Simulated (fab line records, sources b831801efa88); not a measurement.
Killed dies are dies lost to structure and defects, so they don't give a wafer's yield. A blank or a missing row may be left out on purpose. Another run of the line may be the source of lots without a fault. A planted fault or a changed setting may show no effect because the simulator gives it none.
What tool caused it? ; flow sky130 ; Sampling: 12 lots, 36 wafers, 6 of 708 route steps

WHAT THE GAUGES SHOWED, per wafer
SKY_SD_P_OVL_MEAS_08. Usual: SD_P_OVL typically reads 0.6 nm, with standard deviation 1.6.
lot;measured;on;SD_P_OVL (nm);flag
L326;day 25 03:10;overlay-02;2.0 2.3 3.3;
L328;day 25 14:59;overlay-01;-1.5 0.9 0.5;
L329;day 26 03:05;overlay-01;1.1 2.2 3.0;
L330;day 26 12:28;overlay-02;-2.3 -2.2 -0.6;
L332;day 27 05:25;overlay-01;-0.7 0.1 0.1;
L333;day 27 14:29;overlay-01;0.3 0.7 0.3;
L334;day 27 22:33;overlay-01;3.2 1.7 0.2;
L343;day 31 03:43;overlay-01;0.0 1.3 0.2;
L346;day 33 13:29;overlay-01;1.2 0.7 -2.1;
L349;day 33 14:04;overlay-01;2.1 3.1 1.9;
L345;day 33 15:37;overlay-01;0.2 -0.1 1.0;
L348;day 33 20:28;overlay-02;1.5 2.7 0.6;

SKY_SD_P_TW_MEAS_11. Usual: SD_P_TW typically reads 2807, with standard deviation 17.
lot;measured;on;SD_P_TW;flag
L326;day 25 03:28;film metro-02;2789 2791 2808;
L328;day 25 15:16;film metro-03;2811 2785 2809;
L329;day 26 03:23;film metro-04;2813 2808 2826;
L330;day 26 12:44;film metro-02;2800 2792 2804;
L332;day 27 05:43;film metro-03;2795 2806 2785;
L333;day 27 14:47;film metro-03;2809 2798 2791;
L334;day 27 22:51;film metro-03;2792 2791 2801;
L343;day 31 04:02;film metro-04;2830 2829 2834;
L346;day 33 13:47;film metro-03;2832 2835 2826;
L349;day 33 14:22;film metro-04;2824 2804 2816;
L345;day 33 15:54;film metro-04;2816 2816 2814;
L348;day 33 20:45;film metro-03;2843 2823 2844;

SKY_LI_CONTACT_THK_MEAS_01. Usual: LI_CONTACT_HDPCVD_THK typically reads 961 nm, with standard deviation 15.
lot;measured;on;LI_CONTACT_HDPCVD_THK (nm);flag
L326;day 27 16:35;film metro-03;959 977 975;
L328;day 28 01:44;film metro-02;950 954 978;
L329;day 28 14:49;film metro-02;984 941 957;
L330;day 28 22:52;film metro-03;940 947 971;
L332;day 29 15:49;film metro-02;968 981 951;
L333;day 30 00:14;film metro-03;1371 964 1354;OFF
L334;day 30 09:23;film metro-04;1335 969 1355;OFF
L343;day 33 11:47;film metro-04;965 971 970;
L346;day 35 19:26;film metro-03;957 951 957;
L349;day 35 19:43;film metro-02;936 950 923;
L345;day 35 22:01;film metro-04;954 946 953;
L348;day 36 02:29;film metro-04;941 956 976;

SKY_LI_CONTACT_RS_MEAS_22: measurement is done with a four-point probe. Usual: LI_CONTACT_W_RS typically reads 0.275 ohm/sq, with standard deviation 0.0039.
lot;measured;on;LI_CONTACT_W_RS (ohm/sq);flag
L326;day 28 22:15;film metro-03;0.274 0.281 0.275;
L328;day 29 07:44;film metro-02;0.272 0.271 0.272;
L329;day 29 21:31;film metro-04;0.273 0.273 0.274;
L330;day 30 04:50;film metro-04;0.272 0.283 0.273;
L332;day 30 20:34;film metro-04;0.283 0.282 0.279;
L333;day 31 05:28;film metro-04;0.281 0.275 0.282;
L334;day 31 13:42;film metro-04;0.271 0.283 0.272;
L343;day 34 14:31;film metro-02;0.271 0.274 0.273;
L346;day 36 22:48;film metro-04;0.273 0.271 0.269;
L349;day 36 23:23;film metro-03;0.272 0.280 0.285;
L345;day 37 01:36;film metro-03;0.272 0.272 0.277;
L348;day 37 06:17;film metro-04;0.274 0.276 0.277;

WHAT TOOL EACH LOT RAN ON (gives the tool, then ch and the chambers of the sampled wafers, and finally the start)
lot;SKY_LI_CONTACT_HDPCVD_00;SKY_LI_CONTACT_CMP_02
L326;hdpcvd-02 ch 0,1,2, day 27 16:28;cmp-01 ch 0,1,2, day 27 16:44
L328;hdpcvd-02 ch 1,2, day 28 01:37;cmp-01 ch 1,2, day 28 01:59
L329;hdpcvd-02 ch 0,1,2, day 28 14:43;cmp-01 ch 0,2, day 28 14:53
L330;hdpcvd-02 ch 1,2, day 28 22:45;cmp-01 ch 1,2, day 28 22:55
L332;hdpcvd-02 ch 0,1,2, day 29 15:43;cmp-02 ch 0,1,3, day 29 15:55
L333;hdpcvd-02 ch 0,2, day 30 00:07;cmp-02 ch 0,1, day 30 00:16
L334;hdpcvd-02 ch 0,1,2, day 30 09:15;cmp-01 ch 0,2,3, day 30 09:28
L343;hdpcvd-01 ch 0,1, day 33 11:40;cmp-02 ch 0,1,2, day 33 11:50
L346;hdpcvd-01 ch 0,1, day 35 19:18;cmp-02 ch 1,2,3, day 35 19:28
L349;hdpcvd-02 ch 0,1, day 35 19:36;cmp-01 ch 0,1,2, day 35 19:46
L345;hdpcvd-02 ch 0,1, day 35 21:54;cmp-02 ch 0,1,2, day 35 22:10
L348;hdpcvd-01 ch 0,1,2, day 36 02:22;cmp-01 ch 0,1,3, day 36 02:35
- SKY_LI_CONTACT_HDPCVD_00: deposits PSG, target thk 930 nm, time 160 s.
- SKY_LI_CONTACT_CMP_02: polishes PSG.

AS READ BY THE TOOLS THEMSELVES (means over the sampled wafers that have a number; for cases with no such wafer, the mark the record gives instead)
SKY_LI_CONTACT_CMP_02. Usual: motor current A 12.2 A, standard deviation 0.84; time to endpoint s 35 s, standard deviation 3.1.
lot;tool;motor current A (A);time to endpoint s (s);flag
L326;cmp-01;11.8;39;
L328;cmp-01;12.3;35;
L329;cmp-01;12.0;35;
L330;cmp-01;12.6;34;
L332;cmp-02;12.5;34;
L333;cmp-02;13.6;63;OFF
L334;cmp-01;12.4;65;OFF
L343;cmp-02;12.7;36;
L346;cmp-02;11.9;31;
L349;cmp-01;12.4;33;
L345;cmp-02;12.6;31;
L348;cmp-01;12.3;33;

THE ANSWER, worked out from the rows above alone
Rule: take the mean of a lot's wafers that have a number; if it is more than 3 standard deviations from the usual mean, the lot is off. A lot without any number at a reading at which 4 lots or more have one is off too. All remaining lots with rows at the step are treated as sound. After the gauges, taken in route order, come the tools' own readings; for these a lot's mean is taken, as printed above. The first step at which some lot is off is used, and at that step the reading that is off furthest; a lot without a number counts as furthest.
Off: L333, L334, seen at SKY_LI_CONTACT_THK_MEAS_01 (LI_CONTACT_HDPCVD_THK).
If a tool, at a process step before that reading, ran all the lots that are off and no sound lot after the first of them, it fits. The gauges at SKY_LI_CONTACT_THK_MEAS_01 aren't tried: what is off there is off at SKY_LI_CONTACT_CMP_02 too, on other tools, and a gauge's error can't cause that. None of those tried fits.

WHAT HAD BEEN PUT IN BY THE SIMULATOR
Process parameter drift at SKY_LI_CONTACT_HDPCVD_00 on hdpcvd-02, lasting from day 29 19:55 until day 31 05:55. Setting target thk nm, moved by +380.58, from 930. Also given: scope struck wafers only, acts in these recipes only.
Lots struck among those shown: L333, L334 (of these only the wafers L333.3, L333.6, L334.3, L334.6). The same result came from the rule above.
